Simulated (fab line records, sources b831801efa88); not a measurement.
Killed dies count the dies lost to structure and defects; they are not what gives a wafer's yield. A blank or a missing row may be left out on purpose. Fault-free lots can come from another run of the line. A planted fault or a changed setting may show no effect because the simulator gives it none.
Problem report in the 8D (eight disciplines) form, filled by code + flow sky130 + the parts of the form that need people (team, actions taken, sign-off) are left out

## 1. PROBLEM STATEMENT
bias w at SKY_METAL4_METAL_ETCH_18 reads a mean of 45.19 W on 6 wafers of 2 lots; wafers without a fault read 48.53 W with a standard deviation of 0.15. Measured from the usual mean, that is -22 standard deviations.
The step: etches the open film in Cl2/BCl3, stops on SiO2, target depth 845 nm, time 183.1 s.
First observed at day 42 11:54: wafer L627.4, on rie metal-01. The record has a number at this step for 36 wafers belonging to 12 lots. By rule, "out" or "out of limits" means more than 4 standard deviations away from the usual mean. All remaining wafers that have a number are taken as sound.

## 2. WHAT IT IS; WHAT IT IS NOT
| question                    | is                     | is not                                                                                                  |
|-----------------------------|------------------------|---------------------------------------------------------------------------------------------------------|
| which readings at this step | bias w                 | drypump motor current A, oes product au                                                                 |
| which lots                  | L627, L629             | L624, L625, L626, L630, L636, L639, L642, L645, L646, L647                                              |
| which wafers of those lots  | all that have a number | -                                                                                                       |
| read on which tools         | rie metal-01           | rie metal-03, rie metal-04                                                                              |
| when                        | from day 42 11:54      | up to then (9 sound wafers); but 21 sound wafers of L630, L636, L639, L642, L645, L646, L647 came after |

## 3. WHAT RULES OUT EACH SUSPECT
Counting: a tool at a process step up to the reading stays a suspect if it ran every lot that is out and no sound lot after the first of them.
- pvd sputter-04 at SKY_METAL4_SPUTTER_03 (material Ti, target thk 5 nm, time 3.3 s): ruled out as a lasting fault. After its first lot that is out, L627 (day 40 11:37), sound lots L630, L636, L642, L646, L647 ran on it.
- rie metal-01 at SKY_METAL4_METAL_ETCH_18 (etches the open film in Cl2/BCl3, stops on SiO2, target depth 845 nm, time 183.1 s): ruled out as a lasting fault. After its first lot that is out, L627 (day 42 11:54), sound lots L646, L647 ran on it.
Left after counting: nothing in the record.

## 4. THE CAUSE (what the simulator had put in)
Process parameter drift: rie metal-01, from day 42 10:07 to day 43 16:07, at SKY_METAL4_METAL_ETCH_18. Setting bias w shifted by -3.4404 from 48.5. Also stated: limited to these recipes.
Counting ruled it out, wrongly.

## 5. THE CHAIN OF EFFECTS, in route order
One row per reading whose mean, taken over the struck wafers that have a number, lies over 3 standard deviations from the usual. Only readings for which the record gives a usual standard deviation are gone through. hours: the time from each lot's start at the first step in this table that gives one to its start at this step, as a median over the lots. sigmas: the change in usual standard deviations.
| hours | step                     | reading | usual   | on struck wafers | change | sigmas |
|-------|--------------------------|---------|---------|------------------|--------|--------|
| 0     | SKY_METAL4_METAL_ETCH_18 | bias w  | 48.53 W | 45.19            | -3.34  | -22    |
Its process steps:
- SKY_METAL4_METAL_ETCH_18: etches the open film in Cl2/BCl3, stops on SiO2, target depth 845 nm, time 183.1 s.
Later steps that measure or inspect, where all struck wafers having a row at the step show a number for every such reading and not one has moved that far: SKY_PASSIVATION_THK_MEAS_01.

## 6. WHAT WOULD HAVE CAUGHT IT SOONER
In this record the first reading out of limits was taken at day 42 11:54, 2 hours after the fault began at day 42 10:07.
